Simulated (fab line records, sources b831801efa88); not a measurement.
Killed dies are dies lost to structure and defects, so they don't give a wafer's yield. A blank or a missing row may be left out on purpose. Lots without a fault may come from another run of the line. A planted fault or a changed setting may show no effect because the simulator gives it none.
A struck lot beside a sound one | flow gf180mcu | 15 steps out of a route of 602
Sound: wafers L225.2, L225.3, L225.5. Struck: wafers L219.3, L219.4, L219.5. The cause comes at the end.
At each step with rows: each side's tool, then ch and its chambers, then its first start. Under that, the readings that differ: sound wafers | struck wafers | difference of the means | sigmas: that difference in standard deviations of wafers without a fault.
alike: readings whose means differ by less than 2 such deviations, and words and numbers that are the same on both sides. not compared: withheld readings, readings that some wafer has no value for, bounds like >300 that may hide the same value, and numbers for which the record gives no deviation and whose values overlap.
The two part at a step that has a row with sigmas, a row that says differs or no value, or rows on one side only. Numbers that don't overlap but have no deviation are shown without sigmas and don't part them. A reading that every wafer of one side lacks parts them only if that side has two wafers or more.

GF_M4_SPUTTER_04: material TiN, target thk 50 nm, time 41.7 s.
  sound on pvd_sputter-04, day 28 22:14; struck on pvd_sputter-03, day 27 04:11
  alike: cathode_dc_power_W, throttle_valve_pct
GF_M4_RS_MEAS_05: measures by four-point-probe.
  sound on film_metro-02, day 28 22:17; struck on film_metro-01, day 27 04:16
  alike: M4_ALCU_RS
GF_M4_THK_MEAS_06: measures by xrf.
  sound on film_metro-02, day 28 22:24; struck on film_metro-01, day 27 04:22
  reading          | sound       | struck      | difference | sigmas
  M4_ALCU_THK (nm) | 429 432 432 | 445 446 446 | +15        | +3
then, 7 steps without rows for these wafers: GF_M4_DEHYDRATE_07 (time 60 s); GF_M4_HMDS_08 (prime time 60 s); GF_M4_COAT_09 (resist thk 1000 nm); GF_M4_SOFTBAKE_10 (time 60 s); GF_M4_EXPOSE_11 (exposes mask Metal4, target cd 280 nm); GF_M4_PEB_12 (peb time 90 s); GF_M4_DEVELOP_13 (develop time 60 s).
GF_M4_CD_MEAS_14: target cd 280 nm.
  sound on cd_sem-02, day 29 17:55; struck on cd_sem-02, day 28 00:34
  alike: cd_nm
GF_M4_OVL_MEAS_15:
  sound on overlay-01, day 29 18:01; struck on overlay-01, day 28 00:40
  alike: M4_OVL
GF_M4_METAL_ETCH_16: etches the open film in Cl2/BCl3, stops on SiO2, target depth 627.5 nm, time 104.6 s.
  sound on rie_metal-03 ch 1, day 29 18:03; struck on rie_metal-01 ch 1, day 28 00:46
  no value came back on the struck wafers for any of 6 readings (bcl3_flow_sccm (sccm), bias_w (W) and others); on the sound wafers bcl3_flow_sccm (sccm) reads 40.04 39.96 39.89
  reading                             | sound             | struck            | difference | sigmas
  model.KrF_of_M4_COAT_09.thk_nm (nm) | 733.1 729.8 732.6 | 979.5 982.2 982.4 | +249.5     |
  not compared: rf_hours_counter_h
GF_M4_STRIP_17: strips in O2/N2.
  sound on plasma_asher-04 ch 0,1, day 29 18:10; struck on plasma_asher-03 ch 0,1, day 28 00:56
  reading                      | sound             | struck            | difference | sigmas
  drypump_motor_current_A (A)  | 4.9 5.1 5.1       | 6.1 5.4 6.1       | +0.8       | +2
  oes_product_au (a.u.)        | 0.563 0.563 0.559 | 0.662 0.653 0.656 | +0.095     | +19
  strip_time_to_endpoint_s (s) | 7.86 7.82 7.85    | 10.16 10.18 10.17 | +2.33      | +66
  alike: chamber_pressure_mTorr, heater_power_w
  not compared: rf_hours_counter_h
then, 1 step without rows for these wafers: GF_M4_STRIP_18 (strips in post etch residue remover, time 1200 s).

WHERE THEY PART
First at GF_M4_THK_MEAS_06; last, within this record, at GF_M4_STRIP_17.

WHY: what the simulator had put in
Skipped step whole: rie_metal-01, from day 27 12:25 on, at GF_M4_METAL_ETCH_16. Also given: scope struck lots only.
